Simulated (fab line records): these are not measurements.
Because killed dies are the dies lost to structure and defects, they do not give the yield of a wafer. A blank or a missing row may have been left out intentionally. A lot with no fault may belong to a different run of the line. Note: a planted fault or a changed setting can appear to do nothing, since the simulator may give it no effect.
Shared-tool check | flow gf180mcu | Lots sampled 7, wafers sampled 21

== REASON IT WAS OPENED ==
GF_PSD_TW_MEAS_11, reading PSD_TW: flagged on 2 of 7 lots. No-fault wafers: 3200, standard deviation 39.
Rule: a lot is flagged in two cases, either no wafer of it has a number, or all its wafers with numbers fall more than 4 standard deviations from that mean. The other lots count as sound.

lot  | measured     | on            | PSD_TW, wafer by wafer | flag
L478 | day 13 17:17 | film_metro-02 | 3226 3228 3239         |
L479 | day 14 21:08 | film_metro-03 | 3218 3225 3214         |
L480 | day 15 12:50 | film_metro-03 | 3220 3209 3222         |
L481 | day 15 14:08 | film_metro-01 | 3159 3134 3142         |
L482 | day 16 04:01 | film_metro-03 | 3198 3206 3209         |
L489 | day 18 15:38 | film_metro-01 | 2121 2128 2128         | FLAGGED
L490 | day 18 21:52 | film_metro-02 | 2199 2192 2203         | FLAGGED
The mean of the flagged lots' numbers is 2162, -1038 from the usual (-27 standard deviations).

== LOT BY LOT: THE TOOL USED ==
The record holds 2 process steps before the reading, out of a route of 602 steps. Cell contents, in order: the tool; ch with the chambers the sampled wafers went through; the start.
lot  | flag    | GF_PSD_IMPLANT_09               | GF_PSD_STRIP_10
L478 |         | implanter-01 ch 0, day 13 17:02 | plasma_asher-01 ch 0,1, day 13 17:11
L479 |         | implanter-01 ch 0, day 14 20:55 | plasma_asher-02 ch 0,1, day 14 21:02
L480 |         | implanter-02 ch 0, day 15 12:35 | plasma_asher-04 ch 0,1, day 15 12:44
L481 |         | implanter-02 ch 0, day 15 13:53 | plasma_asher-02 ch 0,1, day 15 14:02
L482 |         | implanter-03 ch 0, day 16 03:41 | plasma_asher-02 ch 0,1, day 16 03:50
L489 | FLAGGED | implanter-02 ch 0, day 18 15:23 | plasma_asher-02 ch 0,1, day 18 15:32
L490 | FLAGGED | implanter-01 ch 0, day 18 21:40 | plasma_asher-01 ch 0,1, day 18 21:46
What these steps do:
- GF_PSD_IMPLANT_09
- GF_PSD_STRIP_10: strips in O2/N2.
- GF_PSD_TW_MEAS_11

== FLAGGED AGAINST TOTAL, ONE TOOL AT A TIME (gauges that did the reading follow at the end) ==
step              | tool            | lots run | flagged | share of the flagged lots | sound lots run after its first flagged lot
GF_PSD_IMPLANT_09 | implanter-01    | 3        | 1       | some                      | 0
GF_PSD_IMPLANT_09 | implanter-02    | 3        | 1       | some                      | 0
GF_PSD_IMPLANT_09 | implanter-03    | 1        | 0       | none                      | -
GF_PSD_STRIP_10   | plasma_asher-01 | 2        | 1       | some                      | 0
GF_PSD_STRIP_10   | plasma_asher-02 | 4        | 1       | some                      | 0
GF_PSD_STRIP_10   | plasma_asher-04 | 1        | 0       | none                      | -
GF_PSD_TW_MEAS_11 | film_metro-01   | 2        | 1       | some                      | 0
GF_PSD_TW_MEAS_11 | film_metro-02   | 2        | 1       | some                      | 0
GF_PSD_TW_MEAS_11 | film_metro-03   | 3        | 0       | none                      | -

== WHAT THE TABLE ALLOWS ==
No row of the table ran every flagged lot.

== WHAT THE SIMULATOR HAD INSERTED ==
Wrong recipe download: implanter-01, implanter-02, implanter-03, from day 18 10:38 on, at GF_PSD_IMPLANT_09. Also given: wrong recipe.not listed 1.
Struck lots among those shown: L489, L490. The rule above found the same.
